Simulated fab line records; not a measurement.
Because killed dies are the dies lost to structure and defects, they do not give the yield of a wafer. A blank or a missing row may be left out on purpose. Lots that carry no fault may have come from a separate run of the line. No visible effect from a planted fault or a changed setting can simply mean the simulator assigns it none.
Chamber matching :: flow gf180mcu :: 4 sister chambers for GF_SAB_ETCH_11 on rie_diel-04
The step etches SiO2 in C4F8/O2/Ar, target depth 55 nm, time 8.5 s. 8 wafers are shown with their chamber, then 12 later ones without.

== WAFERS WITH THEIR CHAMBER ==
wafer: L083.1
chamber: 3
oes_product_au (a.u.): 1.002

wafer: L087.5
chamber: 1
oes_product_au (a.u.): 1.001

wafer: L089.1
chamber: 1
oes_product_au (a.u.): 0.991

wafer: L089.2
chamber: 0
oes_product_au (a.u.): 1.011

wafer: L089.6
chamber: 3
oes_product_au (a.u.): 1.005

wafer: L091.1
chamber: 2
oes_product_au (a.u.): 0.994

wafer: L091.2
chamber: 0
oes_product_au (a.u.): 1.018

wafer: L091.5
chamber: 2
oes_product_au (a.u.): 0.999

== WAFERS MISSING THEIR CHAMBER ==
wafer: L093.3
oes_product_au (a.u.): 1.000

wafer: L093.5
oes_product_au (a.u.): 1.002

wafer: L093.6
oes_product_au (a.u.): 0.992

wafer: L095.1
oes_product_au (a.u.): 1.016

wafer: L095.3
oes_product_au (a.u.): 1.017

wafer: L095.6
oes_product_au (a.u.): 0.997

wafer: L096.1
oes_product_au (a.u.): 1.006

wafer: L096.2
oes_product_au (a.u.): 1.009

wafer: L096.3
oes_product_au (a.u.): 0.997

wafer: L096.4
oes_product_au (a.u.): 1.004

wafer: L096.5
oes_product_au (a.u.): 1.009

wafer: L096.6
oes_product_au (a.u.): 1.019

== THE CHAMBER EACH PASSED THROUGH ==
wafer: L093.3
from the rows above: can't be placed: 3 or 2 or 1
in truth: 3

wafer: L093.5
from the rows above: can't be placed: 3 or 2 or 1
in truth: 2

wafer: L093.6
from the rows above: can't be placed: 1 or 2 or 3
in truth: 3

wafer: L095.1
from the rows above: 0
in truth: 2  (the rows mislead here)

wafer: L095.3
from the rows above: 0
in truth: 0

wafer: L095.6
from the rows above: can't be placed: 2 or 1 or 3
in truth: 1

wafer: L096.1
from the rows above: can't be placed: 3 or 0 or 2 or 1
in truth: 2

wafer: L096.2
from the rows above: can't be placed: 0 or 3 or 2 or 1
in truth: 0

wafer: L096.3
from the rows above: can't be placed: 2 or 1 or 3
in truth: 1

wafer: L096.4
from the rows above: can't be placed: 3 or 2 or 1
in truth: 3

wafer: L096.5
from the rows above: can't be placed: 0 or 3 or 2 or 1
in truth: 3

wafer: L096.6
from the rows above: 0
in truth: 0
Placed correctly: 2 of 12. Not placeable from these rows: 9 (in 9, the candidates include the true chamber). Wrongly placed: 1.
How it was worked out, from the rows above alone: a wafer's distance from a chamber is the root of the sum, over the readings, of the square of ((its reading less the chamber's mean) divided by the reading's scatter). The wafer belongs to the nearest chamber; if the next one is less than 2 further off, it can't be placed. The mean given for a chamber averages the wafers shown for that chamber. The scatter is the square root of a quotient: the sum, over the shown wafers, of each reading's squared deviation from its chamber's mean, divided by wafers minus chambers.
